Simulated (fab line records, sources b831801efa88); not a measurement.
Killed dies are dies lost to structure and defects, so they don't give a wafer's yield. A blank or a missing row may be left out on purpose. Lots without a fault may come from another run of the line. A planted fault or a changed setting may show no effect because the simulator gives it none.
fab line records | flow sky130
record lots=12 wafers=36 last_day=50
route steps=708 shown NWELL@67 VT_ADJUST_PCH@151 POLY_GATE@228 LI_CONTACT@381
lots that met no fault: from a run of the same line without faults
start_h: hours from the record's first day to the start of the lot's first wafer shown | wait_h: hours since the lot's step before | " the same as in the row above | L1.1+2: a row that stands for several wafers | - no value, or no start given | * or withheld: withheld | < > ~ a bound
route shown NAME@n: a module of which the file shows steps, and the number in the route of the first | usual: mean/standard deviation of fault-free wafers | same: alike in all rows | chamber/n: place in a boat | sites: the reading at each site | _std_site: their standard deviation | _edge_site: outer sites' mean less inner sites' | radius_mm: how far each site lies from the wafer's centre | mask NAME#n: copy n | behind: the tool/chamber that last shaped the wafer | hold: why the lot was held/for how many hours/how that ended | device: the transistor (n, p or np) that didn't switch | end of line: the same wafers' tests at the end of the route | a step without rows: its recipe alone | killed: dies lost to structure and defects at the first sort, not the wafer's yield | map: a wafer's dies, x killed, . not, _ none there
set.NAME: the setting as run; set.NAME@STEP: as run at that earlier step | model.NAME: the simulator's own value behind a step, which no gauge read
steps of the route over a sample of lots; a table a step, a row a wafer
services: from which hour (start_h, from the record's first day; less than 0 if before it) a tool's chamber was out of use, for how many hours, and why
## steps
# step SKY_NWELL_STRIP_14
# recipe chemistry=O2/N2 power_w=1400 pressure_mtorr=1500 platen_temp_c=withheld o2_flow_sccm=3000 n2_flow_sccm=300 overash_fraction=0.5
# usual drypump_motor_current_A=5.76/0.18 oes_product_au=0.723/0.0047 strip_time_to_endpoint_s=36.87/0.11
# columns lot.wafer tool chamber start_h wait_h drypump_motor_current_A oes_product_au rf_hours_counter_h strip_time_to_endpoint_s
L759.2 plasma_asher-04 0 89.41 0.1 5.69 0.713 41 36.79
L759.3 " 1 " " 5.80 0.722 - 36.75
L759.4 " 0 " " 5.68 0.718 - 36.84
L761.1 plasma_asher-03 1 119.00 0.1 5.56 0.735 0 36.84
L761.3 " 1 " " 5.55 0.724 - 36.90
L761.6 " 0 " " 6.03 0.723 - 36.84
L762.1 plasma_asher-03 1 122.72 0.1 5.55 0.722 0 36.81
L762.5 " 1 " " 5.58 0.724 - 36.82
L762.6 " 0 " " 6.02 0.728 - 36.73
L763.3 plasma_asher-02 0 123.87 0.1 5.53 0.718 - 36.75
L763.5 " 0 " " 5.53 0.718 - 36.67
L763.6 " 1 " " 5.83 0.714 - 36.78
L765.2 plasma_asher-04 1 132.95 0.1 5.79 0.732 45 37.03
L765.4 " 0 " " 5.72 0.727 - 37.07
L765.6 " 1 " " 5.78 0.726 - 37.02
L766.4 plasma_asher-03 1 146.38 0.1 5.59 0.709 - 36.63
L766.5 " 1 " " 5.59 0.722 - 36.72
L766.6 " 0 " " 6.06 0.722 - 36.85
L769.3 plasma_asher-02 0 152.38 0.1 5.54 0.722 - 36.75
L769.4 " 1 " " 5.89 0.726 - 36.75
L769.6 " 1 " " 5.91 0.718 - 36.78
L770.3 plasma_asher-03 1 155.92 0.1 5.56 0.723 - 36.82
L770.5 " 0 " " 6.03 0.727 - 36.90
L770.6 " 1 " " 5.56 0.723 - 36.88
L771.2 plasma_asher-03 0 174.97 0.1 6.06 0.715 5 36.92
L771.3 " 0 " " 6.06 0.718 - 36.84
L771.6 " 0 " " 6.06 0.726 - 36.86
L778.1 plasma_asher-03 0 203.90 0.1 6.06 0.725 8 36.91
L778.5 " 1 " " 5.58 0.719 - 36.99
L778.6 " 0 " " 6.07 0.726 - 36.95
L779.1 plasma_asher-02 1 211.13 0.1 5.88 0.722 41 36.92
L779.3 " 1 " " 5.87 0.728 - 36.93
L779.6 " 0 " " 5.56 0.724 - 36.95
L780.1 plasma_asher-03 1 215.43 0.1 5.55 0.725 9 36.96
L780.5 " 1 " " 5.54 0.730 - 37.00
L780.6 " 0 " " 6.07 0.728 - 36.98
# step SKY_VT_ADJUST_PCH_IMPLANT_08
# recipe species=B energy_kev=10 dose_cm2=5e+11 tilt_deg=withheld
# usual dose_ions_cm2=5e+11/4.9e+08 faraday_current_uA=2.81/0.054
# columns lot.wafer tool chamber start_h wait_h dose_ions_cm2 faraday_current_uA
L759.2 implanter-02 0 228.95 0.0 5e+11 2.76
L759.3 " 0 " " 5.002e+11 2.80
L759.4 " 0 " " 4.998e+11 2.75
L761.1 implanter-04 0 270.13 0.0 4.997e+11 2.89
L761.3 " 0 " " 4.995e+11 2.82
L761.6 " 0 " " 5.006e+11 2.83
L762.1 implanter-03 0 272.28 0.0 4.996e+11 2.89
L762.5 " 0 " " 4.998e+11 2.86
L762.6 " 0 " " 4.998e+11 2.79
L763.3 implanter-03 0 275.77 0.1 5e+11 2.79
L763.5 " 0 " " 4.999e+11 2.82
L763.6 " 0 " " 4.992e+11 2.74
L765.2 implanter-03 0 287.06 0.0 5.009e+11 2.75
L765.4 " 0 " " 4.998e+11 2.77
L765.6 " 0 " " 4.998e+11 2.83
L766.4 implanter-04 0 307.66 0.1 5.005e+11 2.89
L766.5 " 0 " " 5.002e+11 2.81
L766.6 " 0 " " 4.999e+11 2.81
L769.3 implanter-04 0 312.38 0.1 2.199e+11 1.24
L769.4 " 0 " " 2.2e+11 1.19
L769.6 " 0 " " 2.201e+11 1.27
L770.3 implanter-03 0 318.57 0.1 4.999e+11 2.79
L770.5 " 0 " " 5e+11 2.83
L770.6 " 0 " " 5e+11 2.84
L771.2 implanter-04 0 341.29 0.0 2.209e+11 1.25
L771.3 " 0 " " 2.213e+11 1.23
L771.6 " 0 " " 2.198e+11 1.21
L778.1 implanter-03 0 379.67 0.0 5.001e+11 2.85
L778.5 " 0 " " 4.997e+11 2.82
L778.6 " 0 " " 5.009e+11 2.75
L779.1 implanter-03 0 391.48 0.0 5.002e+11 2.86
L779.3 " 0 " " 5.004e+11 2.85
L779.6 " 0 " " 5.003e+11 2.82
L780.1 implanter-02 0 395.72 0.0 5.004e+11 2.74
L780.5 " 0 " " 4.999e+11 2.77
L780.6 " 0 " " 4.99e+11 2.81
# step SKY_VT_ADJUST_PCH_TW_MEAS_10
# usual VT_ADJUST_PCH_TW=142.4/1.5
# columns lot.wafer tool chamber start_h wait_h VT_ADJUST_PCH_TW
L759.2 film_metro-03 - 229.18 0.1 141.7
L759.3 " - " " 141.3
L759.4 " - " " 141.4
L761.1 film_metro-04 - 270.38 0.1 145.0
L761.3 " - " " 144.1
L761.6 " - " " 144.8
L762.1 film_metro-03 - 272.53 0.1 142.3
L762.5 " - " " 141.2
L762.6 " - " " 142.7
L763.3 film_metro-03 - 275.99 0.1 142.5
L763.5 " - " " 142.5
L763.6 " - " " 142.3
L765.2 film_metro-03 - 287.29 0.1 142.7
L765.4 " - " " 142.2
L765.6 " - " " 142.3
L766.4 film_metro-04 - 307.86 0.1 144.2
L766.5 " - " " 144.3
L766.6 " - " " 144.4
L769.3 film_metro-03 - 312.60 0.1 115.9
L769.4 " - " " 115.6
L769.6 " - " " 115.0
L770.3 film_metro-03 - 318.79 0.1 141.8
L770.5 " - " " 141.6
L770.6 " - " " 141.5
L771.2 film_metro-03 - 341.53 0.1 115.3
L771.3 " - " " 115.7
L771.6 " - " " 115.4
L778.1 film_metro-03 - 379.92 0.1 141.2
L778.5 " - " " 141.2
L778.6 " - " " 141.8
L779.1 film_metro-04 - 391.73 0.1 144.8
L779.3 " - " " 144.7
L779.6 " - " " 144.6
L780.1 film_metro-03 - 395.97 0.1 142.1
L780.5 " - " " 142.1
L780.6 " - " " 142.0
# step SKY_POLY_GATE_OVL_MEAS_14
# usual POLY_GATE_OVL=-1/5
# columns lot.wafer tool chamber start_h wait_h POLY_GATE_OVL[nm]
L759.2 overlay-01 - 371.11 0.1 -1
L759.3 " - " " 1
L759.4 " - " " 10
L761.1 overlay-02 - 419.28 0.1 0
L761.3 " - " " -4
L761.6 " - " " -1
L762.1 overlay-01 - 424.63 0.1 -2
L762.5 " - " " -3
L762.6 " - " " 2
L763.3 overlay-02 - 437.62 0.1 -10
L763.5 " - " " -7
L763.6 " - " " -5
L765.2 overlay-02 - 441.28 0.1 -4
L765.4 " - " " -7
L765.6 " - " " -4
L766.4 overlay-02 - 466.03 0.1 -8
L766.5 " - " " -6
L766.6 " - " " 5
L769.3 overlay-02 - 473.34 0.1 3
L769.4 " - " " -2
L769.6 " - " " -4
L770.3 overlay-02 - 483.07 0.1 2
L770.5 " - " " -4
L770.6 " - " " -6
L771.2 overlay-01 - 503.61 0.1 -3
L771.3 " - " " 4
L771.6 " - " " -8
L778.1 overlay-01 - 552.90 0.1 0
L778.5 " - " " 4
L778.6 " - " " 4
L780.1 overlay-02 - 562.13 0.1 -2
L780.5 " - " " -3
L780.6 " - " " -6
L779.1 overlay-01 - 562.48 0.1 -3
L779.3 " - " " 0
L779.6 " - " " -11
# step SKY_LI_CONTACT_SPUTTER_19
# recipe material=Ti target_thk_nm=20 chamber_pressure_pa=5 power_w=2500 substrate_temp_c=200 time_s=106.37
# usual throttle_valve_pct=30.2/0.71
# columns lot.wafer tool chamber start_h wait_h throttle_valve_pct
L759.2 pvd_sputter-01 - 683.52 0.0 29.8
L759.3 " - " " 30.0
L759.4 " - " " 30.3
L761.1 pvd_sputter-04 - 720.07 0.0 30.3
L761.3 " - " " 29.7
L761.6 " - " " 31.0
L762.1 pvd_sputter-04 - 729.26 0.0 31.2
L762.5 " - " " 31.2
L762.6 " - " " 30.0
L763.3 pvd_sputter-02 - 740.17 0.0 30.1
L763.5 " - " " 30.5
L763.6 " - " " 29.9
L765.2 pvd_sputter-01 - 748.26 0.0 29.9
L765.4 " - " " 29.7
L765.6 " - " " 30.1
L766.4 pvd_sputter-02 - 765.15 0.0 28.5
L766.5 " - " " 28.8
L766.6 " - " " 31.2
L769.3 pvd_sputter-02 - 776.42 0.0 31.4
L769.4 " - " " 30.4
L769.6 " - " " 29.7
L770.3 pvd_sputter-02 - 782.38 0.0 30.7
L770.5 " - " " 31.1
L770.6 " - " " 30.0
L771.2 pvd_sputter-04 - 803.98 0.0 29.6
L771.3 " - " " 30.1
L771.6 " - " " 31.5
L778.1 pvd_sputter-02 - 838.81 0.0 30.2
L778.5 " - " " 30.1
L778.6 " - " " 31.0
L779.1 pvd_sputter-04 - 851.86 0.0 29.6
L779.3 " - " " 29.9
L779.6 " - " " 30.0
L780.1 pvd_sputter-01 - 852.49 0.0 30.5
L780.5 " - " " 30.0
L780.6 " - " " 30.6
## services
# columns tool chamber start_h hours kind
plasma_asher-03 - 108.75 9.0 pm
pvd_sputter-04 - 153.23 4.0 repair
implanter-04 - 160.26 0.9 repair
plasma_asher-03 - 190.92 2.8 repair
plasma_asher-03 - 208.15 1.9 repair
implanter-04 - 261.75 4.9 pm
plasma_asher-03 - 274.20 2.4 repair
implanter-03 - 326.99 1.8 repair
pvd_sputter-02 - 333.92 2.5 repair
implanter-03 - 335.56 3.5 pm
implanter-03 - 355.11 3.2 repair
implanter-03 - 381.92 3.5 repair
pvd_sputter-02 - 396.26 2.2 repair
implanter-03 - 427.09 1.6 repair
pvd_sputter-02 - 436.84 3.6 repair
pvd_sputter-04 - 505.27 1.7 repair
implanter-04 - 518.96 4.5 repair
pvd_sputter-04 - 538.64 2.0 repair
implanter-04 - 542.82 3.5 pm
plasma_asher-03 - 561.19 14.6 pm
pvd_sputter-02 - 607.17 3.1 repair
plasma_asher-03 - 799.71 1.4 repair
plasma_asher-03 - 845.24 0.6 repair
implanter-03 - 847.76 3.4 pm
## key
first_sign step=SKY_VT_ADJUST_PCH_IMPLANT_08 reading=dose_ions_cm2 direction=down sigmas=99+ usual=* struck=*
effect step=SKY_VT_ADJUST_PCH_IMPLANT_08 reading=faraday_current_uA direction=down sigmas=30 usual=2.81 struck=1.23
effect step=SKY_VT_ADJUST_PCH_TW_MEAS_10 reading=VT_ADJUST_PCH_TW direction=down sigmas=18 usual=142.4 struck=115.5
met_at SKY_VT_ADJUST_PCH_IMPLANT_08
struck_lots L769,L771
tester_left_out L769,L771
not_acting_at SKY_NWELL_STRIP_14,SKY_POLY_GATE_OVL_MEAS_14,SKY_LI_CONTACT_SPUTTER_19
onset_between 307.66 312.38
fault kind=process_parameter_drift tool=implanter-04 chamber=- onset_h=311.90 steps=SKY_VT_ADJUST_PCH_IMPLANT_08 channel=dose_cm2 offset=* shape=step end_h=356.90 acts_in=* stated=*
# tester_left_out: of these lots the tester's yield and bins aren't shown, on N5 and GAA mostly nor the transistor test; their killed dies are dies lost to structure and defects alone, not to doping, threshold or leakage, so they don't give the yield
